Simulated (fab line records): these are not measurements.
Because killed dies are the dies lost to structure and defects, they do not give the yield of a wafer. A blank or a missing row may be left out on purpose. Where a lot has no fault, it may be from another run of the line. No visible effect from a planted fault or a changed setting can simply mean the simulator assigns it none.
Comparing a struck lot with a sound one | flow sky130 | 16 out of 708 route steps
Sound: wafers L689.1, L689.4, L689.5. Struck: wafers L699.2, L699.4, L699.6. The cause is given at the end.
Per side, at each step with rows, come the tool, then ch with its chambers, and then its first start. Under that, the readings that differ: sound wafers | struck wafers | difference of the means | sigmas: that difference in standard deviations of wafers without a fault.
alike: a reading whose means differ by less than 2 such deviations, as well as words and numbers matching on both sides. not compared: withheld readings; readings where some wafer has no value; bounds like >300 that might hide an equal value; numbers whose values overlap and for which the record gives no deviation.
A row with sigmas, a row that says differs or no value, or rows on one side alone: a step with any of these is where the two part. Numbers that have no deviation but don't overlap get no sigmas and don't part them. A reading missing from all wafers of one side parts the sides only when that side holds two or more wafers.

first, 8 steps without rows for these wafers: SKY_METAL2_DEHYDRATE_07 (time 60 s); SKY_METAL2_HMDS_08 (prime time 60 s); SKY_METAL2_COAT_09 (resist thk 60 nm); SKY_METAL2_COAT_10 (resist thk 450 nm); SKY_METAL2_SOFTBAKE_11 (time 90 s); SKY_METAL2_EXPOSE_12 (exposes mask MM2, target cd 140 nm); SKY_METAL2_PEB_13; SKY_METAL2_DEVELOP_14 (develop time 60 s).
SKY_METAL2_CD_MEAS_15: the cd target is 140 nm.
  struck on cd-sem-01, day 41 00:04; sound on cd-sem-02, day 36 18:21
  alike: cd-nm
SKY_METAL2_OVL_MEAS_16:
  struck on overlay-01, day 41 00:11; sound on overlay-01, day 36 18:28
  alike: METAL2_OVL
SKY_METAL2_DESCUM_17: chemistry O2, time 8 s.
  sound on rie-metal-02 ch 0, day 36 18:31; struck on rie-metal-04 ch 0,1, day 41 00:13
  alike: drypump-motor-current-A, oes-product-au
  not compared: rf-hours-counter-h
SKY_METAL2_ETCH_18: etches BARC in N2/H2, stops on SiO2, time 45.9 s, target depth 60 nm.
  sound on rie-metal-02 ch 0, day 36 18:32; struck on rie-metal-04 ch 0,1, day 41 00:14
  alike: drypump-motor-current-A, oes-product-au, rf-fwd-power-W, throttle-valve-pct
  not compared: rf-hours-counter-h
SKY_METAL2_METAL_ETCH_19: etches the open film in Cl2/BCl3, stops on SiO2, target depth 360 nm, time 78 s.
  sound on rie-metal-02 ch 0, day 36 18:36; struck on rie-metal-04 ch 0,1, day 41 00:18
  reading                                       | sound             | struck            | difference | sigmas
  rf-fwd-power-W (W)                            | 889 888 888       | 754 750 748       | -138       | -42
  model.KrF-thick_of_METAL2_COAT_10.thk-nm (nm) | 157.6 162.4 159.4 | 189.2 191 189.7   | +30.2      |
  model.METAL2.cd-nm (nm)                       | 136.7 140.6 140.6 | 144.4 144.4 147.4 | +6.1       |
  alike: drypump-motor-current-A, oes-product-au, throttle-valve-pct
  not compared: rf-hours-counter-h
SKY_METAL2_STRIP_20: strips in O2/N2.
  sound on plasma-asher-04 ch 1, day 36 18:41; struck on plasma-asher-04 ch 0,1, day 41 00:23
  reading                      | sound             | struck            | difference | sigmas
  oes-product-au (a.u.)        | 0.345 0.343 0.340 | 0.356 0.356 0.361 | +0.015     | +3
  strip-time-to-endpoint-s (s) | 2.680 2.742 2.697 | 3.029 3.049 3.023 | +0.327     | +13
  alike: drypump-motor-current-A
  not compared: rf-hours-counter-h
then, 2 steps without rows for these wafers: SKY_METAL2_STRIP_21 (strips in post etch residue remover, time 1200 s); SKY_PAD_OPEN_PROBE_99.

## WHERE THEY PART
Earliest at SKY_METAL2_METAL_ETCH_19; latest, in this record, at SKY_METAL2_STRIP_20.

WHY: whatever the simulator had introduced
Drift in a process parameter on rie-metal-04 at SKY_METAL2_METAL_ETCH_19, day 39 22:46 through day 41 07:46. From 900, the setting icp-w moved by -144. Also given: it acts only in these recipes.
